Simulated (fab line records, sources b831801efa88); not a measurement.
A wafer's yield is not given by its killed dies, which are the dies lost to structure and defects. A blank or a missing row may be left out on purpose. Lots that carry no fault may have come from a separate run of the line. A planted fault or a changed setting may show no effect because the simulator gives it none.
Which of the tools did it? | flow sky130 | Sampling: 10 lots, 30 wafers, 4 of 708 route steps

== WHAT THE GAUGES READ, wafer by wafer ==
SKY_CAPM_RS_MEAS_03: measures by four-point-probe.
lot  | measured     | on            | CAPM_TIN_RS (ohm/sq)
L598 | day 36 03:31 | film_metro-04 | 6.90 6.72 6.89
L600 | day 37 20:55 | film_metro-04 | 6.98 6.93 6.90
L602 | day 41 03:54 | film_metro-04 | 6.95 7.01 7.00
L604 | day 41 04:56 | film_metro-04 | 6.87 6.76 6.87
L607 | day 41 05:16 | film_metro-03 | 4.72 6.96 6.96
L605 | day 41 05:43 | film_metro-04 | 6.86 6.89 6.86
L611 | day 41 09:51 | film_metro-01 | 6.74 4.65 6.72
L616 | day 41 20:59 | film_metro-04 | 7.02 7.04 6.98
L619 | day 42 09:18 | film_metro-03 | 6.86 6.94 6.96
L620 | day 43 01:42 | film_metro-03 | 6.96 6.91 6.85

== EACH LOT AND THE TOOL THAT RAN IT (in order: tool; ch and the chambers of the sampled wafers; start) ==
lot  | SKY_METAL2_SPUTTER_03        | SKY_VIA2_ETCH_15                   | SKY_CAPM_SPUTTER_02
L598 | pvd_sputter-04, day 33 20:48 | rie_diel-04 ch 0,2, day 36 01:47   | pvd_sputter-02, day 36 03:22
L600 | pvd_sputter-04, day 35 13:23 | rie_diel-03 ch 0,2,3, day 37 19:14 | pvd_sputter-03, day 37 20:48
L602 | pvd_sputter-01, day 38 22:22 | rie_diel-03 ch 1,2, day 41 01:26   | pvd_sputter-01, day 41 03:47
L604 | pvd_sputter-03, day 38 23:59 | rie_diel-03 ch 0,1,3, day 41 02:50 | pvd_sputter-02, day 41 04:50
L607 | pvd_sputter-01, day 39 00:05 | rie_diel-01 ch 0,1,2, day 41 02:58 | pvd_sputter-03, day 41 05:08
L605 | pvd_sputter-04, day 39 00:17 | rie_diel-01 ch 1,2,3, day 41 03:54 | pvd_sputter-01, day 41 05:37
L611 | pvd_sputter-04, day 39 05:09 | rie_diel-03 ch 1,2, day 41 08:06   | pvd_sputter-03, day 41 09:43
L616 | pvd_sputter-01, day 39 18:19 | rie_diel-01 ch 0,1, day 41 19:17   | pvd_sputter-01, day 41 20:52
L619 | pvd_sputter-01, day 40 06:41 | rie_diel-04 ch 0,1,3, day 42 07:30 | pvd_sputter-01, day 42 09:10
L620 | pvd_sputter-01, day 41 00:25 | rie_diel-04 ch 0,2, day 42 23:51   | pvd_sputter-02, day 43 01:33
- SKY_METAL2_SPUTTER_03: material Ti, target thk 5 nm, time 3.3 s.
- SKY_VIA2_ETCH_15: etches SiO2 in C4F8/O2/Ar, stops on TiN, target depth 546 nm, time 84 s.
- SKY_CAPM_SPUTTER_02: material TiN, target thk 200 nm, time 166.7 s.

== THE ANSWER, worked out from the rows above alone ==
Rule: usual is defined by the lots themselves. Put in order of their means at a reading, lots are off if they are a third of the lots or fewer, leave a main group of 4 or more, and stand apart from it by a gap of 3 or more times the standard deviation of the main group's means; of several such gaps the widest counts. The tables above print the reading to a certain number of digits; a main group whose means all agree to those digits is not used. Also off: a lot with no number at a reading for which 4 or more lots have one. The other lots that the step has rows for count as sound.
Off: L607, L611, at SKY_CAPM_RS_MEAS_03 (CAPM_TIN_RS). The main group has a mean of 6.91 ohm/sq with a standard deviation of 0.061.
A tool fits if, at a process step before that reading, it ran every lot that is off, and no sound lot after the first of them. The gauges at SKY_CAPM_RS_MEAS_03 are tried like those tools. One fits: SKY_CAPM_SPUTTER_02 on pvd_sputter-03. A fault onset in the window from L600 (day 37 20:48, its last sound lot) to L607 (day 41 05:08, its first lot off) fits.

== WHAT THE SIMULATOR HAD INSERTED ==
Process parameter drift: pvd_sputter-03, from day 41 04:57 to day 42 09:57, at SKY_CAPM_SPUTTER_02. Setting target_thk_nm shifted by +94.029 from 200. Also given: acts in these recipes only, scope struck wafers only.
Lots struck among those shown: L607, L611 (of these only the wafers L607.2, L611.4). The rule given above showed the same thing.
